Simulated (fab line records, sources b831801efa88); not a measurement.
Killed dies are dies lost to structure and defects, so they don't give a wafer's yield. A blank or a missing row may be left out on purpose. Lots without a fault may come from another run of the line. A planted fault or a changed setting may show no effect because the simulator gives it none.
Chamber matching | flow gf180mcu | GF_V1_CMP_26 on cmp-02: 4 sister chambers
The step polishes, stops on SiO2, t overpolish 15 s, target thk 0 nm. 4 wafers are shown with their chamber, then 7 later ones without.

WAFERS WITH THEIR CHAMBER
wafer  | chamber | motor_current_A (A)
L315.3 | 0       | 11.9
L316.6 | 1       | 10.8
L329.3 | 3       | 10.8
L329.4 | 2       | 11.8

WAFERS WITHOUT THEIR CHAMBER
wafer  | motor_current_A (A)
L329.6 | 11.2
L331.2 | 11.0
L331.4 | 11.2
L331.6 | 11.3
L333.3 | 11.3
L333.4 | 10.6
L333.5 | 11.3

WHICH CHAMBER EACH WENT THROUGH
wafer  | from the rows above               | in truth
L329.6 | can't be placed: 1 or 3 or 2 or 0 | 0
L331.2 | can't be placed: 1 or 3 or 2 or 0 | 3
L331.4 | can't be placed: 1 or 3 or 2 or 0 | 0
L331.6 | can't be placed: 1 or 2 or 3 or 0 | 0
L333.3 | can't be placed: 1 or 2 or 3 or 0 | 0
L333.4 | can't be placed: 1 or 3           | 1
L333.5 | can't be placed: 1 or 2 or 3 or 0 | 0
Placed correctly: 0 of 7. Can't be placed from these rows: 7 (the true chamber is among the candidates in 7). Placed wrongly: 0.
How it was worked out, from the rows above alone: a wafer's distance from a chamber is the root of the sum, over the readings, of the square of ((its reading less the chamber's mean) divided by the reading's scatter). The wafer belongs to the nearest chamber; if the next one is less than 2 further off, it can't be placed. A chamber's mean is the mean of its shown wafers. The scatter: with one shown wafer a chamber, the root of the mean of the squares of how far each hidden wafer lies from its nearest shown one.
